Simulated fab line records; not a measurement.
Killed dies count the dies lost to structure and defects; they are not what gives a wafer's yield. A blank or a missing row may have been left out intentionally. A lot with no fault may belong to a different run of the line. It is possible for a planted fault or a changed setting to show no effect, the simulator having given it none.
Check of tool commonality | flow gf180mcu | Sample size 12 lots and 36 wafers

== WHY THIS WAS OPENED ==
GF_VT_IMPLANT_RS_MEAS_48, reading LVPWELL_RS: flagged on 2 of 12 lots. Fault-free wafers read 1198.0 ohm/sq, with a standard deviation of 2.9.
Rule: a lot is flagged when every wafer of it that has a number lies more than 4 standard deviations from that mean, or none has a number. The rest of the lots are taken to be sound.

lot  | measured     | on            | LVPWELL_RS (ohm/sq), wafer by wafer | flag
L780 | day 7 12:56  | film metro-04 | 1198.6 1199.5 1200.9                |
L781 | day 7 17:45  | film metro-01 | 1199.5 1200.7 1200.1                |
L783 | day 8 10:44  | film metro-04 | 1199.7 1201.2 1198.9                |
L784 | day 8 17:35  | film metro-02 | 1196.9 1198.9 1196.2                |
L787 | day 9 14:29  | film metro-01 | 1193.8 1194.8 1193.0                |
L788 | day 9 19:26  | film metro-01 | 1201.4 1197.2 1198.4                |
L790 | day 10 08:41 | film metro-02 | 1197.2 1194.8 1195.5                |
L791 | day 10 16:34 | film metro-02 | 1199.3 1196.4 1196.5                |
L793 | day 11 08:45 | film metro-02 | 1196.1 1193.9 1195.8                |
L794 | day 11 14:38 | film metro-01 | 1196.5 1196.7 1195.5                |
L800 | day 13 04:31 | film metro-04 | 1215.7 1215.6 1219.3                | FLAGGED
L802 | day 13 18:32 | film metro-04 | 1216.5 1213.9 1214.6                | FLAGGED
Average over the flagged lots: 1215.9 ohm/sq; offset from the usual +17.9 ohm/sq, equal to +6 standard deviations.

== LOT BY LOT: THE TOOL USED ==
Before the reading, the record contains 4 process steps out of a 602-step route. Cell contents, in order: the tool; ch with the chambers the sampled wafers went through; the start.
lot  | flag    | GF_STI_STRIP_15                     | GF_NWELL_STRIP_10                   | GF_LVPWELL_IMPLANT_09          | GF_MVSD_STRIP_10
L780 |         | plasma asher-04 ch 0,1, day 2 01:23 | plasma asher-01 ch 1, day 3 07:21   | implanter-01 ch 0, day 3 20:31 | plasma asher-01 ch 0,1, day 4 10:43
L781 |         | plasma asher-03 ch 0,1, day 2 06:20 | plasma asher-02 ch 0,1, day 3 12:38 | implanter-03 ch 0, day 4 01:48 | plasma asher-03 ch 0,1, day 4 15:42
L783 |         | plasma asher-04 ch 0,1, day 2 17:48 | plasma asher-03 ch 1, day 4 00:24   | implanter-02 ch 0, day 4 13:52 | plasma asher-04 ch 1, day 5 04:11
L784 |         | plasma asher-01 ch 0,1, day 2 23:08 | plasma asher-01 ch 0,1, day 4 06:42 | implanter-01 ch 0, day 4 19:53 | plasma asher-01 ch 0,1, day 5 10:21
L787 |         | plasma asher-03 ch 0,1, day 3 15:35 | plasma asher-01 ch 0,1, day 4 23:33 | implanter-03 ch 0, day 5 13:43 | plasma asher-01 ch 0, day 6 04:35
L788 |         | plasma asher-03 ch 0,1, day 3 19:08 | plasma asher-01 ch 0,1, day 5 03:11 | implanter-03 ch 0, day 5 18:16 | plasma asher-04 ch 0,1, day 6 08:59
L790 |         | plasma asher-03 ch 0,1, day 4 05:20 | plasma asher-01 ch 0,1, day 5 14:30 | implanter-02 ch 0, day 6 05:32 | plasma asher-03 ch 0,1, day 6 20:49
L791 |         | plasma asher-03 ch 0,1, day 4 10:18 | plasma asher-01 ch 0,1, day 5 19:06 | implanter-02 ch 0, day 6 10:23 | plasma asher-01 ch 0,1, day 7 02:59
L793 |         | plasma asher-03 ch 0,1, day 4 20:58 | plasma asher-02 ch 0,1, day 6 08:52 | implanter-02 ch 0, day 7 00:08 | plasma asher-01 ch 0,1, day 7 16:27
L794 |         | plasma asher-01 ch 0, day 5 01:05   | plasma asher-02 ch 1, day 6 13:40   | implanter-03 ch 0, day 7 05:23 | plasma asher-04 ch 0,1, day 7 21:26
L800 | FLAGGED | plasma asher-04 ch 0,1, day 6 08:15 | plasma asher-01 ch 0,1, day 7 20:29 | implanter-02 ch 0, day 8 13:14 | plasma asher-04 ch 0,1, day 9 07:04
L802 | FLAGGED | plasma asher-04 ch 0,1, day 6 19:12 | plasma asher-02 ch 0,1, day 8 07:53 | implanter-02 ch 0, day 9 00:05 | plasma asher-03 ch 0,1, day 9 17:50
What the steps here do:
- GF_STI_STRIP_15: strips in O2/N2.
- GF_NWELL_STRIP_10: strips in O2/N2.
- GF_LVPWELL_IMPLANT_09
- GF_MVSD_STRIP_10: strips in O2/N2.
- GF_VT_IMPLANT_RS_MEAS_48: measures by four-point-probe.

== FLAGGED OVER TOTAL, TOOL BY TOOL (the gauges that took the reading come last) ==
step                     | tool            | lots run | flagged | share of the flagged lots | sound lots run after its first flagged lot
GF_STI_STRIP_15          | plasma asher-01 | 2        | 0       | none                      | -
GF_STI_STRIP_15          | plasma asher-03 | 6        | 0       | none                      | -
GF_STI_STRIP_15          | plasma asher-04 | 4        | 2       | all                       | 0
GF_NWELL_STRIP_10        | plasma asher-01 | 7        | 1       | some                      | 0
GF_NWELL_STRIP_10        | plasma asher-02 | 4        | 1       | some                      | 0
GF_NWELL_STRIP_10        | plasma asher-03 | 1        | 0       | none                      | -
GF_LVPWELL_IMPLANT_09    | implanter-01    | 2        | 0       | none                      | -
GF_LVPWELL_IMPLANT_09    | implanter-02    | 6        | 2       | all                       | 0
GF_LVPWELL_IMPLANT_09    | implanter-03    | 4        | 0       | none                      | -
GF_MVSD_STRIP_10         | plasma asher-01 | 5        | 0       | none                      | -
GF_MVSD_STRIP_10         | plasma asher-03 | 3        | 1       | some                      | 0
GF_MVSD_STRIP_10         | plasma asher-04 | 4        | 1       | some                      | 0
GF_VT_IMPLANT_RS_MEAS_48 | film metro-01   | 4        | 0       | none                      | -
GF_VT_IMPLANT_RS_MEAS_48 | film metro-02   | 4        | 0       | none                      | -
GF_VT_IMPLANT_RS_MEAS_48 | film metro-04   | 4        | 2       | all                       | 0

== WHAT THE TABLE PERMITS ==
All flagged lots were run by 3 table rows, namely plasma asher-04 at GF_STI_STRIP_15, implanter-02 at GF_LVPWELL_IMPLANT_09, film metro-04 at GF_VT_IMPLANT_RS_MEAS_48.
- plasma asher-04 at GF_STI_STRIP_15: 2 of its 4 lots flagged. A fault beginning between L783 (day 2 17:48), its last sound lot, and L800 (day 6 08:15), its first flagged one, fits the data.
- implanter-02 at GF_LVPWELL_IMPLANT_09: 2 of its 6 lots flagged. A fault beginning between L793 (day 7 00:08), its last sound lot, and L800 (day 8 13:14), its first flagged one, fits the data.
- film metro-04 at GF_VT_IMPLANT_RS_MEAS_48: 2 of its 4 lots flagged. A fault beginning between L783 (day 8 10:44), its last sound lot, and L800 (day 13 04:31), its first flagged one, fits the data.
A lot count leaves these 3 tools indistinguishable: every one of them fits a fault beginning at some hour. More lots, or a look at what each step does to the wafer, might.

== WHAT THE SIMULATOR HAD INSERTED ==
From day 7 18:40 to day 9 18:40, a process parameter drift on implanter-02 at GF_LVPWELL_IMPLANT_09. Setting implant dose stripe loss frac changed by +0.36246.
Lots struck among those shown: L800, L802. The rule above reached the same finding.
